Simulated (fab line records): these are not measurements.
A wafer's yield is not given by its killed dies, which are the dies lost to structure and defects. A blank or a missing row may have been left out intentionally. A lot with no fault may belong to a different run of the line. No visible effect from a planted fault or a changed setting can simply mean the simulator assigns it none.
2 desks looking at one fault | flow gf180mcu | each desk holds nothing but its own numbers, with what lay behind them at the end

## DESK OF THE TOOL OWNER: pecvd-01
The tool's own readings at GF_V4_CVD_02 (deposits SiO2 from TEOS, target thk 850 nm, time 94.851 s): means of the sampled wafers that have a number, for each lot that ran on this tool. Any lot whose mean is over 4 standard deviations away from the usual mean is out of limits and marked OUT; that distance is given in the brackets.
Columns: A = heater-power-w at GF_V4_CVD_02, usual 671 W; B = rf-fwd-power-W at GF_V4_CVD_02, usual 596.6 W; C = susceptor-temp-C at GF_V4_CVD_02, usual 400.00 C
lot  | first seen here | A   | B               | C
L551 | day 23 06:43    | 596 | 597.6           | 399.88
L558 | day 25 21:17    | 605 | 596.1           | 399.87
L560 | day 26 08:32    | 605 | 595.8           | 399.68
L561 | day 26 22:59    | 628 | 566.2 (-13) OUT | 400.03
L565 | day 28 07:22    | 632 | 533.0 (-27) OUT | 400.16
This desk's verdict: out of limits on L561, L565, starting with L561 at day 26 22:59 (rf-fwd-power-W at GF_V4_CVD_02). Within limits: L551, L558, L560.

## THE METROLOGY DESK
What the gauges read for every lot (on any tool): the sampled wafers with a number, averaged. Any lot whose mean is over 4 standard deviations away from the usual mean is out of limits and marked OUT; that distance is given in the brackets.
Columns: A = M4_OVL at GF_M4_OVL_MEAS_15, usual -4 nm; B = V4_CVD_02_THK at GF_V4_THK_MEAS_03, usual 852 nm
lot  | first seen here | A  | B
L551 | day 23 05:33    | -1 | 853
L555 | day 24 16:31    | -3 | 835
L558 | day 25 20:22    | -2 | 862
L560 | day 26 07:41    | -5 | 845
L561 | day 26 22:08    | -5 | 845
L562 | day 27 00:33    | -9 | 846
L565 | day 28 06:33    | -3 | 826
L569 | day 29 09:07    | -9 | 837
L571 | day 29 19:01    | -6 | 855
L572 | day 30 03:42    | -1 | 846
L573 | day 30 10:01    | -2 | 851
L574 | day 30 15:48    | -3 | 830
This desk's finding: nothing out of limits on any of the 12 lots.

## ALL TOGETHER
On L561, L565, at day 26 22:59, an alarm was possible from the tool owner's desk.
At the metrology desk, nothing out of limits was observed.
The metrology desk has L561, L565 on record, within its limits.
On pecvd-01, each named lot ran GF_V4_CVD_02.

## WHAT WAS PUT IN BY THE SIMULATOR
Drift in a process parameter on pecvd-01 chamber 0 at GF_V4_CVD_02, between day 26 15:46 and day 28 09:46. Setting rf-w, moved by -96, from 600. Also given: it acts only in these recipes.
Struck lots among those shown: L561, L565.
Each desk's first reading out of limits, in hours after the fault started: the tool owner's desk, 7.
